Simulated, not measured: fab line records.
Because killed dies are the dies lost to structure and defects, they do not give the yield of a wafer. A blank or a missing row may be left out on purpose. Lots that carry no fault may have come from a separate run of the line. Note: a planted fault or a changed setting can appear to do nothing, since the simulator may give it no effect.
Lot-split experiment | flow sfq_line | route with 325 steps; 5 lots, 20 wafers read

## THE SPLIT ITSELF
At SFQ_TRILAYER_M3_ETCH_METAL_ETCH_078 (etches Nb in Cl2/Ar, stops on SiO2, target depth 240 nm, time 120 s), the setting time_s was moved away from the recipe's 120 s on 6 of the 20 wafers read, by +10.0% to +10.8%. The other wafers ran this setting at the recipe's value.

The reading comes from the split's own step.

## THE READING
KrF_of_TRILAYER_M3_LITHO_COAT_075.thk_nm (the simulator's own value, which no gauge read), in nm, at SFQ_TRILAYER_M3_ETCH_METAL_ETCH_078 (etches Nb in Cl2/Ar, stops on SiO2, target depth 240 nm, time 120 s). There is no usual value for it anywhere in the file. Average 382.8 nm, standard deviation 3.4 nm, over the 14 wafers here run with the recipe.

wafer  | tool, chamber at the split | time_s as run, s | against the recipe | KrF_of_TRILAYER_M3_LITHO_COAT_075.thk_nm, nm | against lot-mates on the recipe
L074.4 | rie_metal-02, 0            | 120              | recipe             | 389.6                                        | -
L074.5 | rie_metal-02, 1            | 120              | recipe             | 384.4                                        | -
L074.6 | rie_metal-02, 0            | 120              | recipe             | 388.5                                        | -
L077.1 | rie_metal-04, 1            | 120              | recipe             | 376.9                                        | -
L077.4 | rie_metal-04, 0            | 120              | recipe             | 385.5                                        | -
L081.1 | rie_metal-04, 1            | 132.1            | +10.1%             | 363.4                                        | -17.8
L081.2 | rie_metal-04, 0            | 132.1            | +10.1%             | 367.1                                        | -14.1
L081.3 | rie_metal-04, 1            | 120              | recipe             | 380.5                                        | -
L081.4 | rie_metal-04, 0            | 120              | recipe             | 382.8                                        | -
L081.6 | rie_metal-04, 1            | 120              | recipe             | 380.3                                        | -
L084.1 | rie_metal-01, 0            | 120              | recipe             | 380.9                                        | -
L084.2 | rie_metal-01, 1            | 132              | +10.0%             | 368.3                                        | -14.3
L084.3 | rie_metal-01, 1            | 120              | recipe             | 381.8                                        | -
L084.5 | rie_metal-01, 0            | 132              | +10.0%             | 367                                          | -15.6
L084.6 | rie_metal-01, 1            | 120              | recipe             | 385.1                                        | -
L085.1 | rie_metal-01, 1            | 120              | recipe             | 381.8                                        | -
L085.2 | rie_metal-01, 0            | 132.9            | +10.8%             | 364.1                                        | -17.1
L085.3 | rie_metal-01, 1            | 132.9            | +10.8%             | 367.7                                        | -13.5
L085.5 | rie_metal-01, 0            | 120              | recipe             | 379.3                                        | -
L085.6 | rie_metal-01, 1            | 120              | recipe             | 382.4                                        | -

FIT RESULTS
A straight line over all 20 wafers: KrF_of_TRILAYER_M3_LITHO_COAT_075.thk_nm changes by -1.61 nm for each +1% of time_s; r = -0.93; the points scatter about the line by 3.1 nm.
The same after taking each lot's own level away (the mean of its wafers on the recipe; 20 wafers): -1.49 nm for each +1%; r = -0.96; scatter 2.2 nm.
According to that fit, moving time_s by its largest amount changes the reading by 16 nm.
Measured against the standard deviation above, the lots' own levels, which go from 381.17 to 387.50 nm, span 1.9 times it.
Consequently the slope shifts little with the lot-to-lot level, the two slopes agreeing.
Check: for one of the wafers moved furthest among these (+10.8%), held out of the fit, the line's prediction against its lot-mates is -15.9 nm. It came out at -17.1 nm against them.
Tool readings at the split's step, against how far the setting was moved: oes_product_au r = -0.07.

## OTHER SPLITS ON THESE WAFERS
Other splits were also applied to these wafers ahead of the reading. Each is held against what the fit with the lots' levels taken away leaves over:
other split on the same wafers           | wafers away from the commonest value | r with KrF_of_TRILAYER_M3_LITHO_COAT_075.thk_nm (lot level and that fit taken away)
SFQ_TRILAYER_M2_LITHO_PEB_060 peb_time_s | 9                                    | -0.15
SFQ_TRILAYER_M3_DEP_SPUTTER_073 power_w  | 3                                    | +0.19

## THE FILE'S OWN FIT
KrF_of_TRILAYER_M3_LITHO_COAT_075.thk_nm changes by -1.49 nm for each +1% of time_s, r = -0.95.
